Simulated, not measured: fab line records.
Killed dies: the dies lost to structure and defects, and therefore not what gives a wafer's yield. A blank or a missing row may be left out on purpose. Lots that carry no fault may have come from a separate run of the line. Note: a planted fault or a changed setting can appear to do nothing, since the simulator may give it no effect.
One fault through the eyes of 2 desks ; flow gf180mcu ; what lay behind the numbers comes last; until then each desk has only its own

== AT THE METROLOGY DESK ==
What the gauges read, lot by lot, whatever tool the lot ran on: means of the sampled wafers that have a number. Marked OUT: a lot whose mean sits more than 4 standard deviations from the usual mean, which makes it out of limits; the brackets give that distance.
Columns: A = cd nm at GF_STI_CD_MEAS_12, usual 219.6 nm
lot;first seen here;A
L474;day 2 03:10;219.1
L475;day 2 07:53;220.0
L480;day 3 08:33;227.0 (+5.7) OUT
L482;day 3 18:52;225.0 (+4.1) OUT
L485;day 4 10:11;220.4
L489;day 5 06:17;219.6
L490;day 5 13:05;217.4
L493;day 6 02:49;221.2
L494;day 6 08:58;218.7
L495;day 6 15:19;219.6
L496;day 6 18:44;219.4
L497;day 6 23:52;222.1
Finding of this desk: L480, L482 out of limits; the first was L480 at day 3 08:33, on cd nm at GF_STI_CD_MEAS_12. L474, L475, L485, L489, L490, L493, L494, L495, L496, L497 stayed within limits.

== AT THE TOOL OWNER'S DESK: litho track-01 ==
The tool's own readings at GF_STI_PEB_10 (peb time 90 s): means of the sampled wafers that have a number, for each lot that ran on this tool. Marked OUT: a lot whose mean sits more than 4 standard deviations from the usual mean, which makes it out of limits; the brackets give that distance.
Columns: A = chill plate temp C at GF_STI_PEB_10, usual 23.00 C; B = heater power total W at GF_STI_PEB_10, usual 85.69 W; C = plate temp C at GF_STI_PEB_10, usual 135.00 C; D = resist line temp C at GF_STI_PEB_10, usual 23.00 C
lot;first seen here;A;B;C;D
L475;day 2 07:32;22.91;85.70;135.22;23.07
L480;day 3 08:14;22.82;83.89 (-23) OUT;132.82 (-16) OUT;23.00
L482;day 3 18:31;23.15;83.95 (-22) OUT;132.91 (-15) OUT;23.02
L494;day 6 08:37;23.02;85.64;134.91;22.93
L497;day 6 23:29;23.03;85.75;135.01;23.12
Finding of this desk: L480, L482 out of limits; the first was L480 at day 3 08:14, on heater power total W at GF_STI_PEB_10. L475, L494, L497 stayed within limits.

== PUT TOGETHER ==
An alarm could have come from the tool owner's desk at day 3 08:14, on L480, L482.
At day 3 08:33 the metrology desk could have sounded an alarm, on L480, L482.
Every lot named ran GF_STI_PEB_10 on litho track-01.

== WHAT THE SIMULATOR HAD INSERTED ==
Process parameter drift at GF_STI_PEB_10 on litho track-01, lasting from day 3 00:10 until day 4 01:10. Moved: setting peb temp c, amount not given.
Shown lots that were struck: L480, L482.
Delay (hours) between the fault's onset and each desk's first out-of-limits reading: 8 at the tool owner's desk, 8 at the metrology desk.
